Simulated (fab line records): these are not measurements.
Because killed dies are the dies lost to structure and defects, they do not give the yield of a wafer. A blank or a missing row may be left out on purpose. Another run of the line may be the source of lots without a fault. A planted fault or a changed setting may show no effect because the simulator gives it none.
Matching of chambers / flow sfq-line / SFQ_TRILAYER_I3_CMP_CMP_082 on cmp-02: 4 sister chambers
The step polishes SiO2. 4 wafers are shown with their chamber, then 8 later ones without.

== WAFERS PAIRED WITH THEIR CHAMBERS ==
wafer=L497.6; chamber=3; motor-current-A (A)=11.7
wafer=L506.3; chamber=1; motor-current-A (A)=10.4
wafer=L506.5; chamber=2; motor-current-A (A)=9.4
wafer=L512.1; chamber=0; motor-current-A (A)=9.6

== WAFERS WHOSE CHAMBER IS MISSING ==
wafer=L512.4; motor-current-A (A)=10.7
wafer=L512.5; motor-current-A (A)=10.2
wafer=L514.3; motor-current-A (A)=9.7
wafer=L514.4; motor-current-A (A)=9.1
wafer=L514.5; motor-current-A (A)=9.6
wafer=L515.1; motor-current-A (A)=9.6
wafer=L515.2; motor-current-A (A)=9.2
wafer=L515.3; motor-current-A (A)=10.3

== CHAMBER TAKEN BY EACH ==
wafer=L512.4; from the rows above=1; in truth=1
wafer=L512.5; from the rows above=1; in truth=1
wafer=L514.3; from the rows above=can't be placed: 0 or 2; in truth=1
wafer=L514.4; from the rows above=can't be placed: 2 or 0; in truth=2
wafer=L514.5; from the rows above=can't be placed: 0 or 2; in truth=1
wafer=L515.1; from the rows above=can't be placed: 0 or 2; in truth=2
wafer=L515.2; from the rows above=can't be placed: 2 or 0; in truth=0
wafer=L515.3; from the rows above=1; in truth=1
3 of 8 placed correctly. Unplaceable from these rows: 5, with the true chamber sitting among the candidates in 3. 0 placed wrongly.
How it was worked out, from the rows above alone: a wafer's distance from a chamber is the root of the sum, over the readings, of the square of ((its reading less the chamber's mean) divided by the reading's scatter). The wafer belongs to the nearest chamber; if the next one is less than 2 further off, it can't be placed. For every chamber, the mean is computed from those of its wafers that are shown. The scatter: with one shown wafer a chamber, the root of the mean of the squares of how far each hidden wafer lies from its nearest shown one.
